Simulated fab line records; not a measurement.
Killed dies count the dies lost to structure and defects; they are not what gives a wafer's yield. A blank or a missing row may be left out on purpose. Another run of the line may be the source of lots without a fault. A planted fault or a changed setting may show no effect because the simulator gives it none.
fab line records / flow sky130
record: lots: 14 wafers: 42 lastDay: 50
route steps=708 shown METAL3@533 VIA3@575
lots untouched by any fault: they come from a run of this same line in which no faults occurred
startH: hours from the record's opening day to when the first of the lot's shown wafers began / waitH: hours since the lot's step before / " identical to the entry in the row above / L1.1+2: a single row standing in for several wafers / - value missing, or start not given / * or withheld: withheld / < > ~ a bound
route shown NAME@n: NAME is a module with steps in the file, n the number in the route of the first one / usual: mean/standard deviation of fault-free wafers / same: alike in all rows / chamber/n: place in a boat / sites: each site's reading / _std_site: the values' standard deviation / _edge_site: outer sites' mean less inner sites' / radiusMm: for every site, how far away it sits from the centre of the wafer / mask NAME#n: copy n / behind: the tool/chamber that last shaped the wafer / hold: why the lot was held/for how many hours/how that ended / device: the transistor (n, p or np) that didn't switch / end of line: the tests these same wafers got at the end of their route / a step with no rows: only its recipe / killed: dies lost to structure and defects at the first sort, not the wafer's yield / map: a wafer's dies, x killed, . not, _ none there
set.NAME: the run value of the setting; set.NAME@STEP: its run value at that earlier step / model.NAME: the simulator's own value behind a step, which no gauge read
route steps across a sampled set of lots; one table per step, one row per wafer
services: a tool's chamber out of use, with start hour (startH, from the record's first day; less than 0 if before it), hours out, and reason
== steps ==
step: SKY_METAL3_SPUTTER_01
recipe: material: TiN targetThkNm: 20 powerW: 6500 timeS: 16.7 chamberPressurePa: 0.4
usual: chamberPressurePa: 0.4001/0.00085 throttleValvePct: 29.9/1
lot.wafer=L817.1 tool=pvdSputter-02 chamber=- startH=850.86 waitH=0.0 chamberPressurePa=0.4006 throttleValvePct=29.1
lot.wafer=L817.3 tool=pvdSputter-02 chamber=- startH=850.86 waitH=0.0 chamberPressurePa=0.3996 throttleValvePct=29.3
lot.wafer=L817.5 tool=pvdSputter-02 chamber=- startH=850.86 waitH=0.0 chamberPressurePa=0.3999 throttleValvePct=28.9
lot.wafer=L818.1 tool=pvdSputter-03 chamber=- startH=854.87 waitH=0.0 chamberPressurePa=0.3997 throttleValvePct=30.9
lot.wafer=L818.2 tool=pvdSputter-03 chamber=- startH=854.87 waitH=0.0 chamberPressurePa=0.4012 throttleValvePct=31.3
lot.wafer=L818.5 tool=pvdSputter-03 chamber=- startH=854.87 waitH=0.0 chamberPressurePa=0.3994 throttleValvePct=30.5
lot.wafer=L820.4 tool=pvdSputter-01 chamber=- startH=868.58 waitH=0.0 chamberPressurePa=0.4020 throttleValvePct=28.7
lot.wafer=L820.5 tool=pvdSputter-01 chamber=- startH=868.58 waitH=0.0 chamberPressurePa=0.3995 throttleValvePct=30.5
lot.wafer=L820.6 tool=pvdSputter-01 chamber=- startH=868.58 waitH=0.0 chamberPressurePa=0.3992 throttleValvePct=29.9
lot.wafer=L819.2 tool=pvdSputter-02 chamber=- startH=870.65 waitH=0.0 chamberPressurePa=0.4010 throttleValvePct=29.4
lot.wafer=L819.4 tool=pvdSputter-02 chamber=- startH=870.65 waitH=0.0 chamberPressurePa=0.4010 throttleValvePct=29.9
lot.wafer=L819.6 tool=pvdSputter-02 chamber=- startH=870.65 waitH=0.0 chamberPressurePa=0.4004 throttleValvePct=28.8
lot.wafer=L821.2 tool=pvdSputter-01 chamber=- startH=873.50 waitH=0.0 chamberPressurePa=0.4000 throttleValvePct=29.5
lot.wafer=L821.3 tool=pvdSputter-01 chamber=- startH=873.50 waitH=0.0 chamberPressurePa=0.3997 throttleValvePct=30.7
lot.wafer=L821.6 tool=pvdSputter-01 chamber=- startH=873.50 waitH=0.0 chamberPressurePa=0.4005 throttleValvePct=30.9
lot.wafer=L822.1 tool=pvdSputter-01 chamber=- startH=885.05 waitH=0.0 chamberPressurePa=0.3992 throttleValvePct=30.9
lot.wafer=L822.2 tool=pvdSputter-01 chamber=- startH=885.05 waitH=0.0 chamberPressurePa=0.3991 throttleValvePct=30.4
lot.wafer=L822.6 tool=pvdSputter-01 chamber=- startH=885.05 waitH=0.0 chamberPressurePa=0.3991 throttleValvePct=29.8
lot.wafer=L823.1 tool=pvdSputter-03 chamber=- startH=916.21 waitH=0.0 chamberPressurePa=0.3998 throttleValvePct=31.3
lot.wafer=L823.5 tool=pvdSputter-03 chamber=- startH=916.21 waitH=0.0 chamberPressurePa=0.4016 throttleValvePct=27.6
lot.wafer=L823.6 tool=pvdSputter-03 chamber=- startH=916.21 waitH=0.0 chamberPressurePa=0.3995 throttleValvePct=30.1
lot.wafer=L824.1 tool=pvdSputter-02 chamber=- startH=918.88 waitH=0.0 chamberPressurePa=0.3993 throttleValvePct=29.5
lot.wafer=L824.5 tool=pvdSputter-02 chamber=- startH=918.88 waitH=0.0 chamberPressurePa=0.3990 throttleValvePct=29.2
lot.wafer=L824.6 tool=pvdSputter-02 chamber=- startH=918.88 waitH=0.0 chamberPressurePa=0.4001 throttleValvePct=29.3
lot.wafer=L828.3 tool=pvdSputter-01 chamber=- startH=926.91 waitH=0.0 chamberPressurePa=0.4003 throttleValvePct=29.7
lot.wafer=L828.5 tool=pvdSputter-01 chamber=- startH=926.91 waitH=0.0 chamberPressurePa=0.3981 throttleValvePct=31.3
lot.wafer=L828.6 tool=pvdSputter-01 chamber=- startH=926.91 waitH=0.0 chamberPressurePa=0.4012 throttleValvePct=28.9
lot.wafer=L830.2 tool=pvdSputter-01 chamber=- startH=945.61 waitH=0.0 chamberPressurePa=0.4009 throttleValvePct=29.7
lot.wafer=L830.4 tool=pvdSputter-01 chamber=- startH=945.61 waitH=0.0 chamberPressurePa=0.4001 throttleValvePct=28.8
lot.wafer=L830.6 tool=pvdSputter-01 chamber=- startH=945.61 waitH=0.0 chamberPressurePa=0.4003 throttleValvePct=28.7
lot.wafer=L831.2 tool=pvdSputter-01 chamber=- startH=952.96 waitH=0.0 chamberPressurePa=0.3998 throttleValvePct=31.0
lot.wafer=L831.4 tool=pvdSputter-01 chamber=- startH=952.96 waitH=0.0 chamberPressurePa=0.4006 throttleValvePct=31.0
lot.wafer=L831.5 tool=pvdSputter-01 chamber=- startH=952.96 waitH=0.0 chamberPressurePa=0.3990 throttleValvePct=29.1
lot.wafer=L832.1 tool=pvdSputter-02 chamber=- startH=954.18 waitH=0.0 chamberPressurePa=0.4013 throttleValvePct=29.4
lot.wafer=L832.3 tool=pvdSputter-02 chamber=- startH=954.18 waitH=0.0 chamberPressurePa=0.3980 throttleValvePct=29.3
lot.wafer=L832.5 tool=pvdSputter-02 chamber=- startH=954.18 waitH=0.0 chamberPressurePa=0.3995 throttleValvePct=29.2
lot.wafer=L833.2 tool=pvdSputter-03 chamber=- startH=960.97 waitH=0.0 chamberPressurePa=0.4000 throttleValvePct=30.9
lot.wafer=L833.5 tool=pvdSputter-03 chamber=- startH=960.97 waitH=0.0 chamberPressurePa=0.3998 throttleValvePct=31.1
lot.wafer=L833.6 tool=pvdSputter-03 chamber=- startH=960.97 waitH=0.0 chamberPressurePa=0.3998 throttleValvePct=30.2
lot.wafer=L838.1 tool=pvdSputter-02 chamber=- startH=996.03 waitH=0.0 chamberPressurePa=0.4010 throttleValvePct=29.4
lot.wafer=L838.2 tool=pvdSputter-02 chamber=- startH=996.03 waitH=0.0 chamberPressurePa=0.4003 throttleValvePct=28.9
lot.wafer=L838.6 tool=pvdSputter-02 chamber=- startH=996.03 waitH=0.0 chamberPressurePa=0.4010 throttleValvePct=30.1
step: SKY_METAL3_EXPOSE_10
recipe: maskId: MM3 na: 0.68 sourceShape: annular sigmaInner: 0.4 sigmaOuter: 0.8 targetCdNm: 300 doseMj: 28
lot.wafer=L817.1+3+5 tool=krfScanner-01 chamber=0 startH=889.87 waitH=- mask=MM3#0
lot.wafer=L818.1+2+5 tool=krfScanner-02 chamber=0 startH=894.05 waitH=- mask=MM3#0
lot.wafer=L820.4+5+6 tool=krfScanner-01 chamber=0 startH=907.41 waitH=- mask=MM3#0
lot.wafer=L819.2+4+6 tool=krfScanner-01 chamber=0 startH=910.14 waitH=- mask=MM3#0
lot.wafer=L821.2+3+6 tool=krfScanner-02 chamber=0 startH=912.76 waitH=- mask=MM3#0
lot.wafer=L822.1+2+6 tool=krfScanner-02 chamber=0 startH=924.07 waitH=- mask=MM3#0
lot.wafer=L823.1+5+6 tool=krfScanner-01 chamber=0 startH=953.39 waitH=- mask=MM3#0
lot.wafer=L824.1+5+6 tool=krfScanner-02 chamber=0 startH=956.27 waitH=- mask=MM3#0
lot.wafer=L828.3+5+6 tool=krfScanner-01 chamber=0 startH=964.91 waitH=- mask=MM3#0
lot.wafer=L830.2+4+6 tool=krfScanner-02 chamber=0 startH=984.57 waitH=- mask=MM3#0
lot.wafer=L831.2+4+5 tool=krfScanner-02 chamber=0 startH=990.24 waitH=- mask=MM3#0
lot.wafer=L832.1+3+5 tool=krfScanner-01 chamber=0 startH=991.50 waitH=- mask=MM3#0
lot.wafer=L833.2+5+6 tool=krfScanner-01 chamber=0 startH=996.64 waitH=- mask=MM3#0
lot.wafer=L838.1+2+6 tool=krfScanner-01 chamber=0 startH=1031.20 waitH=- mask=MM3#0
step: SKY_METAL3_CD_MEAS_13
recipe: targetCdNm: 300
usual: cdNm: 300.1/1.4
lot.wafer=L817.1 tool=cdSem-02 chamber=- startH=901.37 waitH=- cdNm=297.7
lot.wafer=L817.3 tool=cdSem-02 chamber=- startH=901.37 waitH=- cdNm=298.2
lot.wafer=L817.5 tool=cdSem-02 chamber=- startH=901.37 waitH=- cdNm=298.0
lot.wafer=L818.1 tool=cdSem-02 chamber=- startH=906.42 waitH=- cdNm=302.0
lot.wafer=L818.2 tool=cdSem-02 chamber=- startH=906.42 waitH=- cdNm=302.7
lot.wafer=L818.5 tool=cdSem-02 chamber=- startH=906.42 waitH=- cdNm=300.3
lot.wafer=L820.4 tool=cdSem-02 chamber=- startH=919.78 waitH=- cdNm=298.6
lot.wafer=L820.5 tool=cdSem-02 chamber=- startH=919.78 waitH=- cdNm=299.7
lot.wafer=L820.6 tool=cdSem-02 chamber=- startH=919.78 waitH=- cdNm=299.7
lot.wafer=L819.2 tool=cdSem-01 chamber=- startH=922.29 waitH=- cdNm=301.3
lot.wafer=L819.4 tool=cdSem-01 chamber=- startH=922.29 waitH=- cdNm=299.7
lot.wafer=L819.6 tool=cdSem-01 chamber=- startH=922.29 waitH=- cdNm=301.8
lot.wafer=L821.2 tool=cdSem-01 chamber=- startH=924.69 waitH=- cdNm=298.1
lot.wafer=L821.3 tool=cdSem-01 chamber=- startH=924.69 waitH=- cdNm=298.4
lot.wafer=L821.6 tool=cdSem-01 chamber=- startH=924.69 waitH=- cdNm=299.3
lot.wafer=L822.1 tool=cdSem-02 chamber=- startH=936.47 waitH=- cdNm=301.0
lot.wafer=L822.2 tool=cdSem-02 chamber=- startH=936.47 waitH=- cdNm=301.0
lot.wafer=L822.6 tool=cdSem-02 chamber=- startH=936.47 waitH=- cdNm=301.4
lot.wafer=L823.1 tool=cdSem-01 chamber=- startH=965.57 waitH=- cdNm=300.7
lot.wafer=L823.5 tool=cdSem-01 chamber=- startH=965.57 waitH=- cdNm=301.6
lot.wafer=L823.6 tool=cdSem-01 chamber=- startH=965.57 waitH=- cdNm=300.2
lot.wafer=L824.1 tool=cdSem-01 chamber=- startH=968.37 waitH=- cdNm=298.2
lot.wafer=L824.5 tool=cdSem-01 chamber=- startH=968.37 waitH=- cdNm=297.2
lot.wafer=L824.6 tool=cdSem-01 chamber=- startH=968.37 waitH=- cdNm=299.4
lot.wafer=L828.3 tool=cdSem-02 chamber=- startH=976.21 waitH=- cdNm=301.5
lot.wafer=L828.5 tool=cdSem-02 chamber=- startH=976.21 waitH=- cdNm=301.4
lot.wafer=L828.6 tool=cdSem-02 chamber=- startH=976.21 waitH=- cdNm=301.8
lot.wafer=L830.2 tool=cdSem-01 chamber=- startH=995.79 waitH=- cdNm=212.5
lot.wafer=L830.4 tool=cdSem-01 chamber=- startH=995.79 waitH=- cdNm=201.6
lot.wafer=L830.6 tool=cdSem-01 chamber=- startH=995.79 waitH=- cdNm=198.4
lot.wafer=L831.2 tool=cdSem-01 chamber=- startH=1001.49 waitH=- cdNm=267.9
lot.wafer=L831.4 tool=cdSem-01 chamber=- startH=1001.49 waitH=- cdNm=235.6
lot.wafer=L831.5 tool=cdSem-01 chamber=- startH=1001.49 waitH=- cdNm=190.9
lot.wafer=L832.1 tool=cdSem-01 chamber=- startH=1002.47 waitH=- cdNm=300.5
lot.wafer=L832.3 tool=cdSem-01 chamber=- startH=1002.47 waitH=- cdNm=301.6
lot.wafer=L832.5 tool=cdSem-01 chamber=- startH=1002.47 waitH=- cdNm=301.1
lot.wafer=L833.2 tool=cdSem-02 chamber=- startH=1008.54 waitH=- cdNm=301.8
lot.wafer=L833.5 tool=cdSem-02 chamber=- startH=1008.54 waitH=- cdNm=301.1
lot.wafer=L833.6 tool=cdSem-02 chamber=- startH=1008.54 waitH=- cdNm=301.1
lot.wafer=L838.1 tool=cdSem-01 chamber=- startH=1042.67 waitH=- cdNm=300.1
lot.wafer=L838.2 tool=cdSem-01 chamber=- startH=1042.67 waitH=- cdNm=300.9
lot.wafer=L838.6 tool=cdSem-01 chamber=- startH=1042.67 waitH=- cdNm=300.1
step: SKY_METAL3_ETCH_17
recipe: target: SiO2 stopOn: TiN chemistry: C4F8/O2/Ar sourceW: 1500 biasW: 1200 pressureMtorr: 40 c4f8FlowSccm: withheld O2_flow_sccm: 6 Ar_flow_sccm: 300 timeS: 3.9 targetDepthA: 150
usual: oesProductAu: 0.756/0.0073
lot.wafer=L817.1 tool=rieDiel-04 chamber=3 startH=901.66 waitH=0.1 oesProductAu=0.739 rfHoursCounterH=20
lot.wafer=L817.3 tool=rieDiel-04 chamber=0 startH=901.66 waitH=0.1 oesProductAu=0.749 rfHoursCounterH=16
lot.wafer=L817.5 tool=rieDiel-04 chamber=1 startH=901.66 waitH=0.1 oesProductAu=0.772 rfHoursCounterH=-
lot.wafer=L818.1 tool=rieDiel-02 chamber=2 startH=906.71 waitH=0.1 oesProductAu=0.736 rfHoursCounterH=5
lot.wafer=L818.2 tool=rieDiel-02 chamber=3 startH=906.71 waitH=0.1 oesProductAu=0.740 rfHoursCounterH=10
lot.wafer=L818.5 tool=rieDiel-02 chamber=0 startH=906.71 waitH=0.1 oesProductAu=0.755 rfHoursCounterH=-
lot.wafer=L820.4 tool=rieDiel-04 chamber=2 startH=920.00 waitH=0.0 oesProductAu=0.752 rfHoursCounterH=19
lot.wafer=L820.5 tool=rieDiel-04 chamber=3 startH=920.00 waitH=0.0 oesProductAu=0.750 rfHoursCounterH=-
lot.wafer=L820.6 tool=rieDiel-04 chamber=0 startH=920.00 waitH=0.0 oesProductAu=0.762 rfHoursCounterH=-
lot.wafer=L819.2 tool=rieDiel-03 chamber=1 startH=922.55 waitH=0.1 oesProductAu=0.747 rfHoursCounterH=16
lot.wafer=L819.4 tool=rieDiel-03 chamber=3 startH=922.55 waitH=0.1 oesProductAu=0.760 rfHoursCounterH=23
lot.wafer=L819.6 tool=rieDiel-03 chamber=3 startH=922.55 waitH=0.1 oesProductAu=0.755 rfHoursCounterH=-
lot.wafer=L821.2 tool=rieDiel-02 chamber=0 startH=924.96 waitH=0.1 oesProductAu=0.756 rfHoursCounterH=7
lot.wafer=L821.3 tool=rieDiel-02 chamber=2 startH=924.96 waitH=0.1 oesProductAu=0.754 rfHoursCounterH=6
lot.wafer=L821.6 tool=rieDiel-02 chamber=0 startH=924.96 waitH=0.1 oesProductAu=0.753 rfHoursCounterH=-
lot.wafer=L822.1 tool=rieDiel-04 chamber=1 startH=936.75 waitH=0.1 oesProductAu=0.758 rfHoursCounterH=7
lot.wafer=L822.2 tool=rieDiel-04 chamber=0 startH=936.75 waitH=0.1 oesProductAu=0.750 rfHoursCounterH=17
lot.wafer=L822.6 tool=rieDiel-04 chamber=3 startH=936.75 waitH=0.1 oesProductAu=0.772 rfHoursCounterH=-
lot.wafer=L823.1 tool=rieDiel-03 chamber=2 startH=965.86 waitH=0.1 oesProductAu=0.753 rfHoursCounterH=0
lot.wafer=L823.5 tool=rieDiel-03 chamber=0 startH=965.86 waitH=0.1 oesProductAu=0.770 rfHoursCounterH=-
lot.wafer=L823.6 tool=rieDiel-03 chamber=1 startH=965.86 waitH=0.1 oesProductAu=0.751 rfHoursCounterH=-
lot.wafer=L824.1 tool=rieDiel-04 chamber=3 startH=968.66 waitH=0.1 oesProductAu=0.749 rfHoursCounterH=22
lot.wafer=L824.5 tool=rieDiel-04 chamber=0 startH=968.66 waitH=0.1 oesProductAu=0.751 rfHoursCounterH=-
lot.wafer=L824.6 tool=rieDiel-04 chamber=1 startH=968.66 waitH=0.1 oesProductAu=0.753 rfHoursCounterH=-
lot.wafer=L828.3 tool=rieDiel-03 chamber=1 startH=976.46 waitH=0.0 oesProductAu=0.759 rfHoursCounterH=18
lot.wafer=L828.5 tool=rieDiel-03 chamber=0 startH=976.46 waitH=0.0 oesProductAu=0.761 rfHoursCounterH=-
lot.wafer=L828.6 tool=rieDiel-03 chamber=1 startH=976.46 waitH=0.0 oesProductAu=0.765 rfHoursCounterH=-
lot.wafer=L830.2 tool=rieDiel-04 chamber=1 startH=996.05 waitH=0.1 oesProductAu=0.756 rfHoursCounterH=9
lot.wafer=L830.4 tool=rieDiel-04 chamber=0 startH=996.05 waitH=0.1 oesProductAu=0.762 rfHoursCounterH=19
lot.wafer=L830.6 tool=rieDiel-04 chamber=2 startH=996.05 waitH=0.1 oesProductAu=0.766 rfHoursCounterH=-
lot.wafer=L831.2 tool=rieDiel-02 chamber=1 startH=1001.76 waitH=0.1 oesProductAu=0.747 rfHoursCounterH=21
lot.wafer=L831.4 tool=rieDiel-02 chamber=2 startH=1001.76 waitH=0.1 oesProductAu=0.758 rfHoursCounterH=8
lot.wafer=L831.5 tool=rieDiel-02 chamber=0 startH=1001.76 waitH=0.1 oesProductAu=0.756 rfHoursCounterH=-
lot.wafer=L832.1 tool=rieDiel-03 chamber=3 startH=1002.76 waitH=0.1 oesProductAu=0.760 rfHoursCounterH=26
lot.wafer=L832.3 tool=rieDiel-03 chamber=0 startH=1002.76 waitH=0.1 oesProductAu=0.747 rfHoursCounterH=14
lot.wafer=L832.5 tool=rieDiel-03 chamber=2 startH=1002.76 waitH=0.1 oesProductAu=0.766 rfHoursCounterH=-
lot.wafer=L833.2 tool=rieDiel-03 chamber=3 startH=1008.81 waitH=0.1 oesProductAu=0.748 rfHoursCounterH=26
lot.wafer=L833.5 tool=rieDiel-03 chamber=3 startH=1008.81 waitH=0.1 oesProductAu=0.757 rfHoursCounterH=-
lot.wafer=L833.6 tool=rieDiel-03 chamber=0 startH=1008.81 waitH=0.1 oesProductAu=0.762 rfHoursCounterH=-
lot.wafer=L838.1 tool=rieDiel-04 chamber=2 startH=1042.96 waitH=0.1 oesProductAu=0.740 rfHoursCounterH=23
lot.wafer=L838.2 tool=rieDiel-04 chamber=1 startH=1042.96 waitH=0.1 oesProductAu=0.737 rfHoursCounterH=11
lot.wafer=L838.6 tool=rieDiel-04 chamber=1 startH=1042.96 waitH=0.1 oesProductAu=0.749 rfHoursCounterH=-
step: SKY_VIA3_CMP_02
recipe: material: SiO2 downForcePsi: 4 platenRpm: 60 padVelocityMS: 0.94248
usual: headPressurePsi: 3.999/0.0086 motorCurrentA: 12.2/1.6
lot.wafer=L817.3 tool=cmp-01 chamber=3 startH=902.76 waitH=0.1 headPressurePsi=4.005 motorCurrentA=11.8
lot.wafer=L817.1 tool=cmp-01 chamber=1 startH=902.76 waitH=0.1 headPressurePsi=3.999 motorCurrentA=12.8
lot.wafer=L817.5 tool=cmp-01 chamber=3 startH=902.76 waitH=0.1 headPressurePsi=4.009 motorCurrentA=11.8
lot.wafer=L818.1 tool=cmp-01 chamber=3 startH=907.81 waitH=0.1 headPressurePsi=4.004 motorCurrentA=11.3
lot.wafer=L818.2 tool=cmp-01 chamber=1 startH=907.81 waitH=0.1 headPressurePsi=4.019 motorCurrentA=12.5
lot.wafer=L818.5 tool=cmp-01 chamber=2 startH=907.81 waitH=0.1 headPressurePsi=3.995 motorCurrentA=10.8
lot.wafer=L820.4 tool=cmp-01 chamber=1 startH=921.18 waitH=0.2 headPressurePsi=4.002 motorCurrentA=12.2
lot.wafer=L820.6 tool=cmp-01 chamber=2 startH=921.18 waitH=0.2 headPressurePsi=3.970 motorCurrentA=11.3
lot.wafer=L820.5 tool=cmp-01 chamber=3 startH=921.18 waitH=0.2 headPressurePsi=4.000 motorCurrentA=11.6
lot.wafer=L819.2 tool=cmp-01 chamber=0 startH=923.63 waitH=0.1 headPressurePsi=4.003 motorCurrentA=12.6
lot.wafer=L819.4 tool=cmp-01 chamber=1 startH=923.63 waitH=0.1 headPressurePsi=4.007 motorCurrentA=12.4
lot.wafer=L819.6 tool=cmp-01 chamber=3 startH=923.63 waitH=0.1 headPressurePsi=3.993 motorCurrentA=11.6
lot.wafer=L821.3 tool=cmp-02 chamber=2 startH=926.06 waitH=0.1 headPressurePsi=4.000 motorCurrentA=11.4
lot.wafer=L821.2 tool=cmp-02 chamber=0 startH=926.06 waitH=0.1 headPressurePsi=3.997 motorCurrentA=15.5
lot.wafer=L821.6 tool=cmp-02 chamber=1 startH=926.06 waitH=0.1 headPressurePsi=4.010 motorCurrentA=11.5
lot.wafer=L822.1 tool=cmp-01 chamber=2 startH=937.77 waitH=0.1 headPressurePsi=4.006 motorCurrentA=11.0
lot.wafer=L822.2 tool=cmp-01 chamber=3 startH=937.77 waitH=0.1 headPressurePsi=4.001 motorCurrentA=11.2
lot.wafer=L822.6 tool=cmp-01 chamber=3 startH=937.77 waitH=0.1 headPressurePsi=4.005 motorCurrentA=11.5
lot.wafer=L823.1 tool=cmp-02 chamber=2 startH=968.34 waitH=0.1 headPressurePsi=3.998 motorCurrentA=11.3
lot.wafer=L823.6 tool=cmp-02 chamber=2 startH=968.34 waitH=0.1 headPressurePsi=4.008 motorCurrentA=11.7
lot.wafer=L823.5 tool=cmp-02 chamber=3 startH=968.34 waitH=0.1 headPressurePsi=3.990 motorCurrentA=11.2
lot.wafer=L824.1 tool=cmp-02 chamber=2 startH=969.68 waitH=0.1 headPressurePsi=3.989 motorCurrentA=11.4
lot.wafer=L824.6 tool=cmp-02 chamber=2 startH=969.68 waitH=0.1 headPressurePsi=3.998 motorCurrentA=10.8
lot.wafer=L824.5 tool=cmp-02 chamber=3 startH=969.68 waitH=0.1 headPressurePsi=3.998 motorCurrentA=10.7
lot.wafer=L828.3 tool=cmp-02 chamber=2 startH=977.48 waitH=0.0 headPressurePsi=3.991 motorCurrentA=11.3
lot.wafer=L828.6 tool=cmp-02 chamber=2 startH=977.48 waitH=0.0 headPressurePsi=3.987 motorCurrentA=11.1
lot.wafer=L828.5 tool=cmp-02 chamber=3 startH=977.48 waitH=0.0 headPressurePsi=4.005 motorCurrentA=10.8
lot.wafer=L831.2 tool=cmp-02 chamber=0 startH=1002.83 waitH=0.1 headPressurePsi=3.987 motorCurrentA=15.8
lot.wafer=L832.3 tool=cmp-01 chamber=2 startH=1003.92 waitH=0.1 headPressurePsi=4.012 motorCurrentA=11.0
lot.wafer=L832.1 tool=cmp-01 chamber=3 startH=1003.92 waitH=0.1 headPressurePsi=3.981 motorCurrentA=11.9
lot.wafer=L832.5 tool=cmp-01 chamber=0 startH=1003.92 waitH=0.1 headPressurePsi=4.002 motorCurrentA=12.2
lot.wafer=L833.2 tool=cmp-01 chamber=0 startH=1009.97 waitH=0.1 headPressurePsi=3.995 motorCurrentA=12.5
lot.wafer=L833.5 tool=cmp-01 chamber=2 startH=1009.97 waitH=0.1 headPressurePsi=3.991 motorCurrentA=10.8
lot.wafer=L833.6 tool=cmp-01 chamber=3 startH=1009.97 waitH=0.1 headPressurePsi=4.008 motorCurrentA=11.8
lot.wafer=L838.2 tool=cmp-01 chamber=0 startH=1044.03 waitH=0.1 headPressurePsi=4.001 motorCurrentA=13.0
lot.wafer=L838.1 tool=cmp-01 chamber=2 startH=1044.03 waitH=0.1 headPressurePsi=4.002 motorCurrentA=11.2
lot.wafer=L838.6 tool=cmp-01 chamber=3 startH=1044.03 waitH=0.1 headPressurePsi=4.005 motorCurrentA=11.8
== services ==
tool=cmp-01 chamber=- startH=839.18 hours=0.9 kind=repair
tool=krfScanner-02 chamber=- startH=847.99 hours=0.8 kind=pm
tool=cmp-01 chamber=- startH=850.44 hours=7.2 kind=pm
tool=rieDiel-04 chamber=2 startH=851.78 hours=5.5 kind=repair
tool=pvdSputter-02 chamber=- startH=853.56 hours=1.4 kind=repair
tool=rieDiel-04 chamber=- startH=861.51 hours=0.7 kind=repair
tool=krfScanner-01 chamber=- startH=862.43 hours=0.3 kind=repair
tool=pvdSputter-01 chamber=- startH=878.99 hours=1.3 kind=repair
tool=pvdSputter-01 chamber=- startH=908.66 hours=1.5 kind=repair
tool=krfScanner-02 chamber=- startH=938.18 hours=1.0 kind=pm
tool=krfScanner-02 chamber=- startH=941.96 hours=1.3 kind=pm
tool=krfScanner-02 chamber=- startH=967.30 hours=4.0 kind=pm
tool=cmp-01 chamber=- startH=972.65 hours=0.3 kind=repair
tool=krfScanner-01 chamber=- startH=974.81 hours=1.0 kind=pm
tool=krfScanner-01 chamber=- startH=975.81 hours=3.6 kind=pm
tool=cmp-01 chamber=- startH=979.39 hours=1.0 kind=repair
tool=krfScanner-01 chamber=- startH=981.56 hours=0.8 kind=pm
tool=cmp-01 chamber=- startH=983.17 hours=1.5 kind=repair
tool=rieDiel-04 chamber=3 startH=992.55 hours=2.8 kind=repair
tool=krfScanner-01 chamber=- startH=994.96 hours=1.3 kind=pm
tool=krfScanner-02 chamber=- startH=1016.79 hours=0.8 kind=pm
tool=krfScanner-02 chamber=- startH=1026.39 hours=0.2 kind=repair
tool=krfScanner-01 chamber=- startH=1034.48 hours=21.0 kind=pm
tool=rieDiel-04 chamber=1 startH=1037.98 hours=3.8 kind=repair
== key ==
firstSign: step: SKY_METAL3_CD_MEAS_13 reading: cdNm direction: down sigmas: 58 usual: 300.1 struck: 217.8
effect none on later readings
metAt SKY_METAL3_EXPOSE_10
struckLots L830,L831
laterRowsLeftOut L830.2,L830.4,L830.6,L831.4,L831.5
sortLeftOut L830.2,L830.4,L830.6,L831.2,L831.4,L831.5
notActingAt SKY_METAL3_SPUTTER_01,SKY_METAL3_ETCH_17,SKY_VIA3_CMP_02
onsetBetween 956.27 984.57
fault: kind: processParameterDrift tool: krfScanner-02 chamber: - onsetH: 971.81 steps: SKY_METAL3_EXPOSE_10 channel: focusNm offset: 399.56 spreadByWafer: 0.3 shape: step endH: 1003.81
sortLeftOut: the simulated sort isn't trusted on such a fault, so these wafers' sort isn't shown, and their yield isn't known
laterRowsLeftOut: the simulator's readings of these wafers behind a module that went badly wrong aren't trusted and aren't shown, but for the sort
